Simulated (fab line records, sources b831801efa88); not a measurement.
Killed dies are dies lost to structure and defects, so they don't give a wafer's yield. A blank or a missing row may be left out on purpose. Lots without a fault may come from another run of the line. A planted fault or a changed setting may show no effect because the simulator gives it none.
Which tool did it? | flow sky130 | 14 lots, 42 wafers sampled, at 4 steps of a route of 708

WHAT THE GAUGES READ, wafer by wafer
SKY_VT_ADJUST_HVTP_OVL_MEAS_08. Usual: VT_ADJUST_HVTP_OVL -0.1 nm, standard deviation 1.3.
lot  | measured     | on         | VT_ADJUST_HVTP_OVL (nm) | flag
L986 | day 6 05:25  | overlay-01 | -1.8 0.1 2.1            |
L987 | day 6 10:39  | overlay-02 | 1.4 -1.3 0.7            |
L991 | day 7 12:13  | overlay-02 | 0.1 1.1 -0.4            |
L992 | day 7 17:13  | overlay-02 | -0.9 0.9 0.2            |
L994 | day 8 06:58  | overlay-02 | -0.9 -1.3 -0.5          |
L995 | day 8 16:52  | overlay-02 | 0.7 -1.0 -0.1           |
L996 | day 8 17:11  | overlay-02 | 0.3 0.9 1.8             |
L997 | day 8 23:53  | overlay-02 | -1.0 -0.7 -1.0          |
L998 | day 9 06:04  | overlay-02 | -1.5 -1.5 0.2           |
L999 | day 9 12:13  | overlay-02 | 1.0 0.8 -0.4            |
L101 | day 10 01:55 | overlay-02 | -0.3 -0.2 -2.0          |
L106 | day 11 08:13 | overlay-01 | -1.4 -0.9 -1.8          |
L108 | day 11 21:29 | overlay-02 | -2.5 -1.5 -1.6          |
L109 | day 12 00:50 | overlay-02 | -1.2 -0.4 -0.8          |

SKY_SONOS_TUNNEL_OVL_MEAS_08. Usual: SONOS_TUNNEL_OVL -0.5 nm, standard deviation 1.4.
lot  | measured     | on         | SONOS_TUNNEL_OVL (nm) | flag
L986 | day 11 13:55 | overlay-01 | -0.2 1.0 -1.3         |
L987 | day 11 18:24 | overlay-01 | -1.8 -3.5 -0.8        |
L991 | day 13 03:44 | overlay-01 | -1.9 -0.2 0.9         |
L992 | day 13 10:19 | overlay-01 | 0.4 0.2 1.0           |
L994 | day 14 01:40 | overlay-01 | -1.0 0.0 -1.1         |
L995 | day 14 12:44 | overlay-01 | -2.6 -4.1 -1.2        |
L996 | day 14 13:35 | overlay-02 | -0.8 -2.1 -1.8        |
L997 | day 14 21:05 | overlay-01 | -0.5 2.1 1.8          |
L998 | day 15 05:30 | overlay-01 | 0.8 -1.7 0.6          |
L999 | day 15 10:41 | overlay-02 | -0.9 -2.1 -0.9        |
L101 | day 16 03:18 | overlay-01 | -2.2 -0.7 -1.2        |
L106 | day 17 16:17 | overlay-01 | -1.9 -1.4 -1.9        |
L108 | day 18 10:32 | overlay-01 | -0.4 -0.5 2.0         |
L109 | day 18 13:56 | overlay-01 | 2.2 1.9 2.0           |

WHICH TOOL RAN EACH LOT (tool, then ch and the chambers of the sampled wafers, then the start)
lot  | SKY_VT_ADJUST_PCH_EXPOSE_04         | SKY_VT_ADJUST_PCH_STRIP_09
L986 | iline_stepper-02 ch 0, day 10 03:13 | plasma_asher-04 ch 1, day 10 14:46
L987 | iline_stepper-01 ch 0, day 10 07:59 | plasma_asher-04 ch 0,1, day 10 19:10
L991 | iline_stepper-01 ch 0, day 11 15:13 | plasma_asher-03 ch 0,1, day 12 02:52
L992 | iline_stepper-02 ch 0, day 11 21:17 | plasma_asher-03 ch 0,1, day 12 10:16
L994 | iline_stepper-01 ch 0, day 12 13:50 | plasma_asher-01 ch 0,1, day 13 02:07
L995 | iline_stepper-01 ch 0, day 13 01:08 | plasma_asher-03 ch 0,1, day 13 12:55
L996 | iline_stepper-01, day 13 01:38      | plasma_asher-03 ch 0,1, day 13 13:11
L997 | iline_stepper-01, day 13 08:22      | plasma_asher-03 ch 0,1, day 13 20:22
L998 | iline_stepper-02 ch 0, day 13 16:07 | plasma_asher-01 ch 0,1, day 14 04:22
L999 | iline_stepper-01 ch 0, day 13 22:13 | plasma_asher-03 ch 0,1, day 14 10:10
L101 | iline_stepper-01 ch 0, day 14 13:11 | plasma_asher-03 ch 0,1, day 15 01:21
L106 | iline_stepper-02 ch 0, day 15 23:26 | plasma_asher-01 ch 1, day 16 13:25
L108 | iline_stepper-01 ch 0, day 16 15:37 | plasma_asher-03 ch 0,1, day 17 04:52
L109 | iline_stepper-01 ch 0, day 16 18:41 | plasma_asher-01 ch 0,1, day 17 08:43
- SKY_VT_ADJUST_PCH_EXPOSE_04: exposes mask NWM, target cd 840 nm.
- SKY_VT_ADJUST_PCH_STRIP_09: strips in O2/N2.

WHAT THE TOOLS THEMSELVES READ (means of the sampled wafers that have a number; where no wafer has one, the mark that the record gives instead)
SKY_VT_ADJUST_PCH_EXPOSE_04. Usual: exposure_dose_mJ_cm2 255.03, standard deviation 0.26; focus_offset_nm 0.0 nm, standard deviation 0.51.
lot  | tool             | exposure_dose_mJ_cm2 | focus_offset_nm (nm) | flag
L986 | iline_stepper-02 | 255.22               | 0.4                  |
L987 | iline_stepper-01 | 255.03               | 0.4                  |
L991 | iline_stepper-01 | 255.19               | -0.1                 |
L992 | iline_stepper-02 | 255.11               | -0.4                 |
L994 | iline_stepper-01 | 255.17               | 0.5                  |
L995 | iline_stepper-01 | 254.78               | 0.6                  |
L996 | iline_stepper-01 | -                    | -                    | OFF
L997 | iline_stepper-01 | -                    | -                    | OFF
L998 | iline_stepper-02 | 255.11               | -0.3                 |
L999 | iline_stepper-01 | 254.88               | 0.1                  |
L101 | iline_stepper-01 | 254.84               | -0.5                 |
L106 | iline_stepper-02 | 254.95               | -0.4                 |
L108 | iline_stepper-01 | 255.06               | 0.0                  |
L109 | iline_stepper-01 | 254.70               | -0.7                 |

SKY_VT_ADJUST_PCH_STRIP_09. Usual: drypump_motor_current_A 5.59 A, standard deviation 0.26; oes_product_au 0.722 a.u., standard deviation 0.0046; strip_time_to_endpoint_s 36.96 s, standard deviation 0.095.
lot  | tool            | drypump_motor_current_A (A) | oes_product_au (a.u.) | strip_time_to_endpoint_s (s) | flag
L986 | plasma_asher-04 | 5.91                        | 0.716                 | 37.06                        |
L987 | plasma_asher-04 | 5.76                        | 0.719                 | 36.92                        |
L991 | plasma_asher-03 | 5.61                        | 0.725                 | 37.00                        |
L992 | plasma_asher-03 | 5.63                        | 0.721                 | 37.03                        |
L994 | plasma_asher-01 | 5.61                        | 0.721                 | 37.06                        |
L995 | plasma_asher-03 | 5.61                        | 0.721                 | 36.88                        |
L996 | plasma_asher-03 | 5.62                        | 0.722                 | 37.09                        |
L997 | plasma_asher-03 | 5.39                        | 0.725                 | 36.92                        |
L998 | plasma_asher-01 | 5.65                        | 0.722                 | 36.99                        |
L999 | plasma_asher-03 | 5.37                        | 0.726                 | 36.78                        |
L101 | plasma_asher-03 | 5.61                        | 0.722                 | 36.85                        |
L106 | plasma_asher-01 | 5.71                        | 0.721                 | 37.09                        |
L108 | plasma_asher-03 | 5.38                        | 0.721                 | 36.97                        |
L109 | plasma_asher-01 | 5.63                        | 0.726                 | 36.90                        |

THE ANSWER, worked out from the rows above alone
Rule: a lot is off if the mean of its wafers that have a number lies more than 3 standard deviations from the usual mean. A lot without any number at a reading at which 4 lots or more have one is off too. The other lots that the step has rows for count as sound. The gauges are gone through in route order, then the tools' own readings, and for those a lot's mean is taken as printed above. The first step at which some lot is off is used, and at that step the reading that is off furthest; a lot without a number counts as furthest.
Off: L996, L997, at SKY_VT_ADJUST_PCH_EXPOSE_04 (exposure_dose_mJ_cm2). Without a number there: L996, L997.
A tool fits if, at that step or a process step before it, it ran every lot that is off, and no sound lot after the first of them. None of those tried fits.

WHAT THE SIMULATOR HAD PUT IN
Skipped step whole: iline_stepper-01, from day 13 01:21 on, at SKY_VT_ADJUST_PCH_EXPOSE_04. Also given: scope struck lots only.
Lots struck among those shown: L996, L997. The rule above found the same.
